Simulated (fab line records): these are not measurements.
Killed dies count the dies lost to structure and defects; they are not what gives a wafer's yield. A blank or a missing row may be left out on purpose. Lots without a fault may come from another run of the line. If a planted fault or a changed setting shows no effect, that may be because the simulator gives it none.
Problem report, 8D (eight disciplines) form, completed by code -- flow sky130 -- the parts of the form that need people (team, actions taken, sign-off) are left out

== 1. THE PROBLEM ==
oes-product-au at SKY_CAP2M_METAL_ETCH_13 reads a mean of 0.986 a.u. on 6 wafers of 2 lots; wafers without a fault read 0.937 a.u. with a standard deviation of 0.0082. Relative to the usual mean, that is a shift of +6.0 standard deviations.
The step: etches TiN in Cl2/BCl3, stops on SiO2, target depth 220 nm, time 62.9 s.
First seen on wafer L487.1, day 43 16:26, on rie-metal-03. The record has a number at this step for 18 wafers belonging to 6 lots. The rule behind "out" and "out of limits": a value lying over 4 standard deviations away from the usual mean. Any other wafer with a number is counted as sound.

== 2. WHAT THIS IS AND IS NOT ==
question,is,is not
which readings at this step,"oes-product-au, run-length-s",drypump-motor-current-A
which lots,"L487, L492","L493, L499, L500, L501"
which wafers of those lots,all that have a number,-
read on which tools,rie-metal-03,rie-metal-04
when,from day 43 16:26,"up to then (0 sound wafers); but 12 sound wafers of L493, L499, L500, L501 came after"

== 3. SUSPECTS, AND WHAT RULES EACH OUT ==
Counting: a tool at a process step up to the reading stays a suspect if it ran every lot that is out and no sound lot after the first of them.
- rie-metal-03 at SKY_CAP2M_METAL_ETCH_13 (etches TiN in Cl2/BCl3, stops on SiO2, target depth 220 nm, time 62.9 s): ruled out as a lasting fault. After its first lot that is out, L487 (day 43 16:26), sound lots L500 ran on it.
Left after counting: nothing in the record.

== 4. THE CAUSE (what the simulator had put in) ==
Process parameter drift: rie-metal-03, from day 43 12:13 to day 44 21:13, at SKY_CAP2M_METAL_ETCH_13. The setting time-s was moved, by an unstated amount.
Counting ruled it out, wrongly.

== 5. THE CHAIN OF EFFECTS, in route order ==
Each row: a reading whose mean over the struck wafers that have a number lies more than 3 standard deviations from the usual. Only readings for which the record gives a usual standard deviation are gone through. hours: the time from each lot's start at the first step in this table that gives one to its start at this step, as a median over the lots. sigmas: the change in usual standard deviations.
hours,step,reading,usual,on struck wafers,change,sigmas
0,SKY_CAP2M_METAL_ETCH_13,oes-product-au,0.937 a.u.,0.986,+0.049,+6.0
0,SKY_CAP2M_METAL_ETCH_13,run-length-s,91.5 s,87.5,-4.0,-5.1
0,SKY_CAP2M_METAL_ETCH_13,throttle-valve-pct,21.904 %,21.869,-0.035,-3.5
Here are the process steps it includes:
- SKY_CAP2M_METAL_ETCH_13: etches TiN in Cl2/BCl3, stops on SiO2, target depth 220 nm, time 62.9 s.
Readings that are blank on the struck wafers while sound wafers have them: rf-fwd-power-W at SKY_CAP2M_METAL_ETCH_13.

== 6. HOW IT WOULD HAVE BEEN CAUGHT EARLIER ==
In this record the first reading out of limits was taken at day 43 16:26, 4 hours after the fault began at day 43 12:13.
